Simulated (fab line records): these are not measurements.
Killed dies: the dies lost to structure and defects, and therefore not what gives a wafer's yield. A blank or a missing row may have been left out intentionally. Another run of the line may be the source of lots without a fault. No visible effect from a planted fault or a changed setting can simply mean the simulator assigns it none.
Comparing a struck lot with a sound one / flow gf180mcu / 14 steps out of a route of 602
Sound: wafers L299.1, L299.3, L299.6. Struck: wafers L308.1, L308.2, L308.5. At the end, the cause is stated.
At each step with rows: each side's tool, then ch and its chambers, then its first start. Under that, the readings that differ: sound wafers / struck wafers / difference of the means / sigmas: that difference in standard deviations of wafers without a fault.
alike: a reading whose means differ by less than 2 such deviations, as well as words and numbers matching on both sides. not compared: withheld readings; readings where some wafer has no value; bounds like >300 that might hide an equal value; numbers whose values overlap and for which the record gives no deviation.
A row with sigmas, a row that says differs or no value, or rows on one side alone: a step with any of these is where the two part. Non-overlapping numbers with no deviation appear without sigmas and do not part them. A reading that every wafer of one side lacks parts them only if that side has two wafers or more.

first, 4 steps without rows for these wafers: GF_V1_SOFTBAKE_10 (time 60 s); GF_V1_EXPOSE_11 (exposes mask Via1, target cd 260 nm); GF_V1_PEB_12 (peb time 90 s); GF_V1_DEVELOP_13 (develop time 60 s).
GF_V1_CD_MEAS_14: target cd 260 nm.
  sound: cd sem-01 at day 20 03:46; struck: cd sem-02 at day 23 12:08
  alike: cd nm
GF_V1_OVL_MEAS_15:
  sound: overlay-02 at day 20 03:53; struck: overlay-01 at day 23 12:16
  alike: V1_OVL
GF_V1_ETCH_16: etches BARC in N2/H2.
  sound on rie diel-02 ch 1,2, day 20 03:55; struck on rie diel-04 ch 1,2,3, day 23 12:18
  alike: drypump motor current A, n2 flow sccm, oes product au, throttle valve pct
GF_V1_ETCH_17: etches SiO2 in C4F8/O2/Ar, stops on TiN, target depth 630 nm.
  sound: rie diel-02 ch 1,2; struck: rie diel-04 ch 1,2,3
  alike: oes product au
GF_V1_STRIP_18: strips in O2/N2.
  sound on plasma asher-03 ch 0, day 20 04:02; struck on plasma asher-03 ch 0,1, day 23 12:26
  alike: drypump motor current A, heater power w, n2 flow sccm, oes product au
  not compared: rf hours counter h
then, 2 steps without rows for these wafers: GF_V1_STRIP_19 (strips in post etch residue remover, time 1200 s); GF_V1_CLEAN_20 (cleans in DIW).
GF_V1_SPUTTER_21: material Ti, target thk 15 nm, time 80.02 s.
  sound: pvd sputter-02 at day 20 04:35; struck: pvd sputter-03 at day 23 12:58
  alike: cathode dc power W, chamber pressure pa, throttle valve pct
GF_V1_SPUTTER_22: material TiN, target thk 10 nm, time 40 s.
  sound: pvd sputter-02 at day 20 04:38; struck: pvd sputter-03 at day 23 13:01
  no value came back on the struck wafers for cathode dc power W (W), chamber pressure pa (Pa), throttle valve pct (%); on the sound wafers cathode dc power W (W) reads 3999.2 3999.6 4000.2
GF_V1_CVD_23: deposits W, target thk 350 nm, time 105.05 s.
  sound on cvd w-02 ch 0, day 20 04:41; struck on cvd w-01 ch 0,1, day 23 13:04
reading=heater power outer w (W); sound=514 510 509; struck=582 550 574; difference=+58; sigmas=+2
  alike: heater power w
  not compared: since wet clean h

WHERE THEY PART
First at GF_V1_SPUTTER_22; last, within this record, at GF_V1_CVD_23.

WHY: whatever the simulator had introduced
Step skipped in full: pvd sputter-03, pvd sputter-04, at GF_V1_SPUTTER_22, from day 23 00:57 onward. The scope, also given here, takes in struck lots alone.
